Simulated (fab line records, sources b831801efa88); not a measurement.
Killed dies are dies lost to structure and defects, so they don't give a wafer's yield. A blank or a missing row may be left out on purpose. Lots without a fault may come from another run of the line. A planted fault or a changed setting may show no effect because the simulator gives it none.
fab line records | flow sky130
record lots=13 wafers=39 last_day=50
route steps=708 shown LDD_HVP@287 SPACER@306 SD_N@353
lots that met no fault: from a run of the same line without faults
start_h: hours from the record's first day to the start of the lot's first wafer shown | wait_h: hours since the lot's step before | " the same as in the row above | L1.1+2: a row that stands for several wafers | - no value, or no start given | * or withheld: withheld | < > ~ a bound
route shown NAME@n: a module of which the file shows steps, and the number in the route of the first | usual: mean/standard deviation of fault-free wafers | same: alike in all rows | chamber/n: place in a boat | sites: the reading at each site | _std_site: their standard deviation | _edge_site: outer sites' mean less inner sites' | radius_mm: how far each site lies from the wafer's centre | mask NAME#n: copy n | behind: the tool/chamber that last shaped the wafer | hold: why the lot was held/for how many hours/how that ended | device: the transistor (n, p or np) that didn't switch | end of line: the same wafers' tests at the end of the route | a step without rows: its recipe alone | killed: dies lost to structure and defects at the first sort, not the wafer's yield | map: a wafer's dies, x killed, . not, _ none there
set.NAME: the setting as run; set.NAME@STEP: as run at that earlier step | model.NAME: the simulator's own value behind a step, which no gauge read
steps of the route over a sample of lots; a table a step, a row a wafer
services: from which hour (start_h, from the record's first day; less than 0 if before it) a tool's chamber was out of use, for how many hours, and why
## steps
# step SKY_LDD_HVP_STRIP_09
# recipe chemistry=O2/N2 power_w=1400 pressure_mtorr=1500 platen_temp_c=withheld o2_flow_sccm=3000 n2_flow_sccm=300 overash_fraction=0.5
# usual drypump_motor_current_A=5.7/0.53 oes_product_au=0.409/0.0049 strip_time_to_endpoint_s=4.131/0.015
# columns lot.wafer tool chamber start_h wait_h drypump_motor_current_A oes_product_au rf_hours_counter_h strip_time_to_endpoint_s
L305.1 plasma_asher-02 0 499.55 0.1 6.1 0.407 64 4.155
L305.3 " 0 " " 6.2 0.399 - 4.152
L305.5 " 1 " " 6.0 0.407 - 4.137
L306.1 plasma_asher-01 1 503.66 0.1 6.4 0.407 7 4.137
L306.2 " 0 " " 5.0 0.411 7 4.108
L306.5 " 0 " " 5.0 0.413 - 4.132
L307.2 plasma_asher-01 1 519.60 0.1 6.5 0.407 9 4.115
L307.4 " 1 " " 6.4 0.401 - 4.102
L307.6 " 1 " " 6.4 0.408 - 4.118
L311.1 plasma_asher-04 0 543.56 0.1 5.5 0.414 42 4.110
L311.5 " 0 " " 5.5 0.414 - 4.117
L311.6 " 1 " " 5.4 0.410 - 4.133
L313.4 plasma_asher-01 1 577.95 0.1 6.5 0.414 - 4.130
L313.5 " 1 " " 6.4 0.407 - 4.138
L313.6 " 0 " " 5.0 0.403 - 4.130
L315.3 plasma_asher-01 1 585.39 0.1 6.4 0.408 - 4.124
L315.4 " 0 " " 5.0 0.404 - 4.119
L315.6 " 0 " " 5.0 0.412 - 4.119
L316.3 plasma_asher-02 0 589.83 0.1 6.2 0.407 - 4.113
L316.5 " 0 " " 6.2 0.417 - 4.120
L316.6 " 1 " " 6.0 0.406 - 4.134
L317.2 plasma_asher-04 0 600.11 0.1 5.5 0.405 49 4.140
L317.5 " 0 " " 5.5 0.402 - 4.126
L317.6 " 1 " " 5.4 0.401 - 4.139
L323.1 plasma_asher-02 0 652.90 0.1 6.2 0.406 80 4.111
L323.2 " 1 " " 6.0 0.408 80 4.117
L323.4 " 0 " " 6.2 0.412 - 4.116
L324.2 plasma_asher-04 0 655.71 0.1 5.5 0.411 54 4.147
L324.3 " 0 " " 5.5 0.407 - 4.116
L324.4 " 1 " " 5.4 0.400 - 4.123
L326.1 plasma_asher-02 1 668.06 0.1 6.0 0.409 82 4.145
L326.2 " 0 " " 6.2 0.413 82 4.157
L326.6 " 1 " " 5.9 0.411 - 4.138
L327.2 plasma_asher-04 0 675.81 0.1 5.5 0.417 56 4.098
L327.5 " 0 " " 5.5 0.399 - 4.109
L327.6 " 1 " " 5.4 0.414 - 4.128
L328.1 plasma_asher-01 0 685.81 0.1 5.0 0.408 24 4.126
L328.4 " 1 " " 6.5 0.405 - 4.134
L328.5 " 1 " " 6.4 0.405 - 4.140
# step SKY_SPACER_ETCHBACK_02
# recipe chemistry=CH3F/O2 target=Si3N4 stop_on=SiO2 source_w=400 bias_w=80 pressure_mtorr=25 ch3f_flow_sccm=40 O2_flow_sccm=30 time_s=46.7 target_depth_a=450
# usual drypump_motor_current_A=5.6/0.43 oes_product_au=0.855/0.0066 rf_fwd_power_W=395.9/2 throttle_valve_pct=10.563/0.0091
# columns lot.wafer tool chamber start_h wait_h drypump_motor_current_A oes_product_au rf_fwd_power_W rf_hours_counter_h throttle_valve_pct
L305.1 rie_diel-03 3 532.25 0.1 5.3 0.850 393.6 12 10.568
L305.3 " 0 " " 6.1 0.858 395.7 1 10.574
L305.5 " 2 " " 5.2 0.853 397.7 - 10.561
L306.1 rie_diel-02 1 535.83 0.1 5.8 0.854 396.8 11 10.565
L306.2 " 2 " " 6.4 0.851 397.7 62 10.570
L306.5 " 3 " " 6.0 0.848 395.8 - 10.562
L307.2 rie_diel-03 1 552.69 0.0 5.8 0.857 395.1 6 10.546
L307.4 " 3 " " 5.3 0.855 395.4 12 10.581
L307.6 " 3 " " 5.3 0.855 395.2 - 10.559
L311.1 rie_diel-02 0 608.86 0.1 5.0 0.853 394.6 0 10.565
L311.5 " 3 " " 6.0 0.862 394.7 - 10.566
L311.6 " 2 " " 6.4 0.861 399.2 - 10.558
L313.4 rie_diel-01 0 608.94 0.0 5.4 0.858 395.7 - 10.574
L313.5 " 3 " " 5.7 0.863 396.2 - 10.550
L313.6 " 2 " " 4.9 0.851 390.8 - 10.571
L315.3 rie_diel-03 3 616.09 0.0 5.3 0.855 393.5 14 10.568
L315.4 " 2 " " 5.2 0.862 399.2 17 10.563
L315.6 " 2 " " 5.2 0.855 398.8 - 10.566
L316.3 rie_diel-03 0 619.11 0.0 6.0 0.856 392.4 3 10.573
L316.5 " 2 " " 5.2 0.842 395.9 - 10.552
L316.6 " 3 " " 5.3 0.857 395.0 - 10.560
L317.2 rie_diel-03 3 631.25 0.0 5.3 0.857 394.9 14 10.571
L317.5 " 2 " " 5.2 0.867 397.0 - 10.573
L317.6 " 1 " " 5.8 0.871 395.7 - 10.568
L323.1 rie_diel-01 1 683.83 0.1 5.5 0.852 397.6 10 10.562
L323.2 " 2 " " 4.9 0.851 387.9 19 10.571
L323.4 " 0 " " 5.4 0.843 395.3 9 10.551
L324.2 rie_diel-03 1 686.08 0.0 5.8 0.858 395.4 9 10.575
L324.3 " 3 " " 5.3 0.853 394.5 15 10.579
L324.4 " 0 " " 6.0 0.845 393.9 4 10.558
L326.1 rie_diel-01 1 698.81 0.1 5.5 0.848 396.0 10 10.570
L326.2 " 3 " " 5.7 0.865 397.7 15 10.555
L326.6 " 3 " " 5.7 0.852 395.9 - 10.548
L327.2 rie_diel-02 2 706.49 0.0 6.4 0.852 397.1 1 10.571
L327.5 " 1 " " 5.8 0.865 398.6 - 10.557
L327.6 " 2 " " 6.4 0.856 397.9 - 10.549
L328.1 rie_diel-02 0 715.50 0.1 5.0 0.849 394.1 2 10.565
L328.4 " 3 " " 6.0 0.854 396.9 6 10.561
L328.5 " 1 " " 5.8 0.854 396.2 - 10.562
# step SKY_SD_N_STRIP_11
# recipe chemistry=O2/N2 power_w=1400 pressure_mtorr=1500 platen_temp_c=withheld o2_flow_sccm=3000 n2_flow_sccm=300 overash_fraction=0.5
# usual drypump_motor_current_A=6.1/0.4 oes_product_au=0.528/0.004 strip_time_to_endpoint_s=22.54/0.044
# columns lot.wafer tool chamber start_h wait_h drypump_motor_current_A oes_product_au rf_hours_counter_h strip_time_to_endpoint_s
L305.1 plasma_asher-03 1 649.57 0.2 6.3 0.524 95 22.52
L305.3 " 0 " " 6.6 0.525 - 22.53
L305.5 " 0 " " 6.6 0.522 - 22.54
L306.1 plasma_asher-02 1 651.57 0.2 6.0 0.533 80 22.59
L306.2 " 0 " " 6.2 0.534 80 22.63
L306.5 " 1 " " 6.0 0.532 - 22.60
L307.2 plasma_asher-03 0 669.92 0.1 6.6 0.530 97 22.55
L307.4 " 1 " " 6.4 0.520 - 22.56
L307.6 " 0 " " 6.6 0.531 - 22.56
L311.1 plasma_asher-02 0 721.87 0.1 6.2 0.524 87 22.58
L311.5 " 1 " " 6.0 0.527 - 22.62
L311.6 " 0 " " 6.2 0.532 - 22.60
L313.4 plasma_asher-04 0 722.51 0.1 5.5 0.526 - 22.55
L313.5 " 0 " " 5.5 0.529 - 22.54
L313.6 " 1 " " 5.4 0.535 - 22.56
L315.3 plasma_asher-04 1 729.05 0.1 5.4 0.370 - -
L315.4 " 0 " " 5.5 0.370 - -
L315.6 " 0 " " 5.5 0.368 - -
L316.3 plasma_asher-02 0 733.61 0.1 6.1 0.531 - 22.60
L316.5 " 0 " " 6.1 0.532 - 22.55
L316.6 " 1 " " 6.0 0.532 - 22.60
L317.2 plasma_asher-02 0 743.17 0.1 6.2 0.530 89 22.58
L317.5 " 1 " " 6.0 0.523 - 22.62
L317.6 " 0 " " 6.2 0.526 - 22.62
L323.1 plasma_asher-03 0 793.12 0.1 6.6 0.532 5 22.54
L323.2 " 1 " " 6.3 0.527 5 22.57
L323.4 " 1 " " 6.3 0.522 - 22.49
L324.2 plasma_asher-04 1 795.38 0.1 5.4 0.523 68 22.58
L324.3 " 1 " " 5.4 0.525 - 22.58
L324.4 " 0 " " 5.5 0.529 - 22.57
L326.1 plasma_asher-03 1 808.52 0.1 6.3 0.529 7 22.50
L326.2 " 0 " " 6.6 0.533 7 22.49
L326.6 " 1 " " 6.3 0.526 - 22.51
L327.2 plasma_asher-03 1 815.98 0.1 6.3 0.521 7 22.44
L327.5 " 1 " " 6.3 0.530 - 22.45
L327.6 " 0 " " 6.6 0.525 - 22.47
L328.1 plasma_asher-02 0 822.47 0.1 6.2 0.523 97 22.55
L328.4 " 0 " " 6.2 0.521 - 22.58
L328.5 " 1 " " 6.0 0.525 - 22.59
## services
# columns tool chamber start_h hours kind
rie_diel-01 0 489.84 13.4 repair
rie_diel-02 3 495.21 3.3 repair
plasma_asher-03 - 532.71 5.9 repair
rie_diel-03 0 536.76 8.6 repair
rie_diel-01 1 542.69 1.9 repair
rie_diel-02 0 549.60 5.7 repair
rie_diel-02 - 552.40 2.8 pm
rie_diel-02 1 559.71 4.5 repair
rie_diel-01 1 592.92 16.8 repair
plasma_asher-01 - 594.41 9.1 repair
rie_diel-03 - 599.62 2.8 pm
rie_diel-02 0 614.72 1.2 repair
rie_diel-03 1 637.90 8.8 repair
rie_diel-01 3 640.67 1.5 repair
plasma_asher-04 - 643.00 0.3 repair
rie_diel-03 - 724.92 1.6 repair
plasma_asher-03 - 733.75 9.0 pm
rie_diel-03 0 755.05 2.0 repair
plasma_asher-01 - 760.83 9.1 repair
rie_diel-03 - 769.78 0.2 repair
rie_diel-03 - 776.04 0.5 repair
plasma_asher-01 - 779.11 2.8 pm
rie_diel-03 2 807.17 1.8 repair
rie_diel-03 0 816.13 8.8 repair
## key
first_sign step=SKY_SD_N_STRIP_11 reading=oes_product_au direction=down sigmas=40 usual=0.528 struck=0.369
effect none on later readings
met_at SKY_SD_N_STRIP_11
struck_lots L315
later_rows_left_out L315.3,L315.4,L315.6
sort_left_out L315.3,L315.4,L315.6
tester_left_out L315
not_acting_at SKY_LDD_HVP_STRIP_09,SKY_SPACER_ETCHBACK_02
onset_between 722.51 729.05
fault kind=strip_aborted tool=plasma_asher-04 chamber=- onset_h=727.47 steps=SKY_SD_N_STRIP_11 offset=0.66604 end_h=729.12
# tester_left_out: of these lots the tester's yield and bins aren't shown, on N5 and GAA mostly nor the transistor test; their killed dies are dies lost to structure and defects alone, not to doping, threshold or leakage, so they don't give the yield
# sort_left_out: the simulated sort isn't trusted on such a fault, so these wafers' sort isn't shown, and their yield isn't known
# later_rows_left_out: the simulator's readings of these wafers behind a module that went badly wrong aren't trusted and aren't shown, but for the sort
